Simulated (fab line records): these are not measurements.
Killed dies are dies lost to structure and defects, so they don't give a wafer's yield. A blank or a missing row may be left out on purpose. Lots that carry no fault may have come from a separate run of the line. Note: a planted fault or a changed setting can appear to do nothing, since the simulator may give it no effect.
2 desks, one fault | flow gf180mcu | each desk holds nothing but its own numbers, with what lay behind them at the end

== AT THE TOOL OWNER'S DESK: hdpcvd-02 ==
The tool's own readings at GF_V3_CVD_00 (deposits SiO2, target thk 600 nm, time 100 s): means of the sampled wafers that have a number, for each lot that ran on this tool. A lot is out of limits, marked OUT, if its mean lies more than 4 standard deviations from the usual mean; the brackets give that distance.
Columns: A = sih4-flow-sccm at GF_V3_CVD_00, usual 59.95 sccm
lot  | first seen here | A
L404 | day 21 17:39    | 60.05
L406 | day 22 12:40    | 59.97
L416 | day 26 09:18    | 63.90 (+21) OUT
L417 | day 26 13:18    | 67.94 (+42) OUT
L426 | day 29 05:56    | 59.91
This desk's verdict: out of limits on L416, L417, starting with L416 at day 26 09:18 (sih4-flow-sccm at GF_V3_CVD_00). Within limits: L404, L406, L426.

== FROM THE METROLOGY DESK ==
Means of the sampled wafers that have a number, per lot and without regard to the tool the lot ran on: this is what the gauges read. A lot is out of limits, marked OUT, if its mean lies more than 4 standard deviations from the usual mean; the brackets give that distance.
Columns: A = V3_CVD_00_THK at GF_V3_THK_MEAS_01, usual 600 nm
lot  | first seen here | A
L403 | day 21 10:35    | 594
L404 | day 21 17:43    | 599
L405 | day 22 03:56    | 596
L406 | day 22 12:45    | 604
L409 | day 23 22:52    | 599
L416 | day 26 09:23    | 644 (+4.7) OUT
L417 | day 26 13:23    | 675 (+8.1) OUT
L418 | day 26 19:02    | 596
L419 | day 27 05:53    | 602
L420 | day 27 10:14    | 590
L422 | day 28 01:24    | 602
L425 | day 28 18:38    | 604
L426 | day 29 06:01    | 604
This desk's finding: out of limits on L416, L417; first on L416, day 26 09:23 (V3_CVD_00_THK at GF_V3_THK_MEAS_01). Within limits: L403, L404, L405, L406, L409, L418, L419, L420, L422, L425, L426.

== PUT TOGETHER ==
On L416, L417, at day 26 09:18, an alarm was possible from the tool owner's desk.
L416, L417 would have let the metrology desk raise an alarm at day 26 09:23.
On hdpcvd-02, each named lot ran GF_V3_CVD_00.

== WHAT THE SIMULATOR PUT IN ==
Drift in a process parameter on hdpcvd-02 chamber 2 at GF_V3_CVD_00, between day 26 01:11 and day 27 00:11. Setting sih4-flow-sccm shifted by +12 from 60. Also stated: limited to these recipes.
Lots struck among those shown: L416, L417.
Delay (hours) between the fault's onset and each desk's first out-of-limits reading: 8 at the tool owner's desk, 8 at the metrology desk.
